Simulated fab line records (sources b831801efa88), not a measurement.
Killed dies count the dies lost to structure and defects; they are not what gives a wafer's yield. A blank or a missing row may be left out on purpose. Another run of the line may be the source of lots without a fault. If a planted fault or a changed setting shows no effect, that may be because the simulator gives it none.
Matching of chambers    flow sky130    4 sister chambers for SKY_VIA2_CMP_24 on cmp-02
The step polishes, stops on SiO2, t overpolish 20 s, target thk 0 nm. 8 wafers are shown with their chamber, then 8 later ones without.

## EACH WAFER AND ITS CHAMBER
wafer   chamber  motor-current-A (A)  time-to-endpoint-s (s)
L264.3  0        8.9                  103
L264.5  1        12.1                 105
L269.2  2        10.1                 100
L269.6  3        10.5                 102
L268.2  2        10.3                 97
L268.4  3        10.2                 103
L268.6  1        12.2                 103
L273.1  0        8.8                  105

## WAFERS MISSING THEIR CHAMBER
wafer   motor-current-A (A)  time-to-endpoint-s (s)
L273.3  11.5                 109
L273.4  9.9                  103
L278.3  10.4                 95
L278.4  9.3                  105
L278.6  10.7                 100
L280.1  10.1                 101
L280.4  10.7                 106
L280.6  10.5                 104

## WHICH CHAMBER EACH WENT THROUGH
wafer   from the rows above      in truth
L273.3  1                        1
L273.4  can't be placed: 3 or 2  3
L278.3  2                        2
L278.4  0                        0
L278.6  can't be placed: 3 or 2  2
L280.1  can't be placed: 2 or 3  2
L280.4  3                        3
L280.6  3                        3
Correctly placed: 5 of 8. Can't be placed from these rows: 3 (the true chamber is among the candidates in 3). Wrongly placed: 0.
How it was worked out, from the rows above alone: a wafer's distance from a chamber is the root of the sum, over the readings, of the square of ((its reading less the chamber's mean) divided by the reading's scatter). The wafer belongs to the nearest chamber; if the next one is less than 2 further off, it can't be placed. A chamber's mean is the mean of its shown wafers. The scatter is the square root of a quotient: the sum, over the shown wafers, of each reading's squared deviation from its chamber's mean, divided by wafers minus chambers.
